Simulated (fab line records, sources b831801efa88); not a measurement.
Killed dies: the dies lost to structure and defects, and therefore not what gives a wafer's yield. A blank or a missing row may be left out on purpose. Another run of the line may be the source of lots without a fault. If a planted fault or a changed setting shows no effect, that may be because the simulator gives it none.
Which of the tools did it? + flow gf180mcu + 12 lots with 36 wafers sampled at 2 steps, on a route of 602 steps

## WHAT EACH GAUGE READ, for each wafer
GF_M4_OVL_MEAS_15.
| lot  | measured     | on         | M4_OVL (nm) |
|------|--------------|------------|-------------|
| L075 | day 23 18:53 | overlay-02 | -1 -4 4     |
| L077 | day 24 15:17 | overlay-02 | 5 6 2       |
| L079 | day 25 06:38 | overlay-02 | 1 7 9       |
| L081 | day 26 08:35 | overlay-02 | 10 6 1      |
| L083 | day 26 17:23 | overlay-02 | 1 7 -8      |
| L085 | day 27 04:38 | overlay-02 | 13 8 8      |
| L087 | day 27 22:59 | overlay-02 | 12 8 8      |
| L089 | day 28 12:54 | overlay-02 | -2 -4 -2    |
| L091 | day 29 02:59 | overlay-01 | 0 6 6       |
| L093 | day 29 14:17 | overlay-01 | 6 9 5       |
| L095 | day 30 04:11 | overlay-02 | 0 6 2       |
| L097 | day 30 16:09 | overlay-02 | 0 1 -4      |

## WHAT TOOL EACH LOT RAN ON (gives the tool, then ch and the chambers of the sampled wafers, and finally the start)
| lot  | GF_V3_SPUTTER_22            |
|------|-----------------------------|
| L075 | pvdSputter-04, day 22 19:55 |
| L077 | pvdSputter-02, day 23 16:03 |
| L079 | pvdSputter-04, day 24 07:32 |
| L081 | pvdSputter-02, day 25 11:05 |
| L083 | pvdSputter-04, day 25 19:23 |
| L085 | pvdSputter-02, day 26 07:02 |
| L087 | pvdSputter-02, day 27 02:31 |
| L089 | pvdSputter-01, day 27 16:11 |
| L091 | pvdSputter-01, day 28 07:02 |
| L093 | pvdSputter-02, day 28 18:03 |
| L095 | pvdSputter-01, day 29 07:37 |
| L097 | pvdSputter-02, day 29 21:23 |
- GF_V3_SPUTTER_22: material TiN, target thk 10 nm, time 40 s.

## THE ANSWER, worked out from the rows above alone
Rule: the lots themselves supply what counts as usual. Put in order of their means at a reading, lots are off if they are a third of the lots or fewer, leave a main group of 4 or more, and stand apart from it by a gap of 3 or more times the standard deviation of the main group's means; of several such gaps the widest counts. If all means in a main group match to the digits the tables above print for the reading, that group is not used. A lot without any number at a reading at which 4 lots or more have one is off too. Where the step has rows for the other lots, those lots are counted as sound.
None of the lots is off at any reading shown; this tells nothing.

## WHAT THE SIMULATOR HAD INSERTED
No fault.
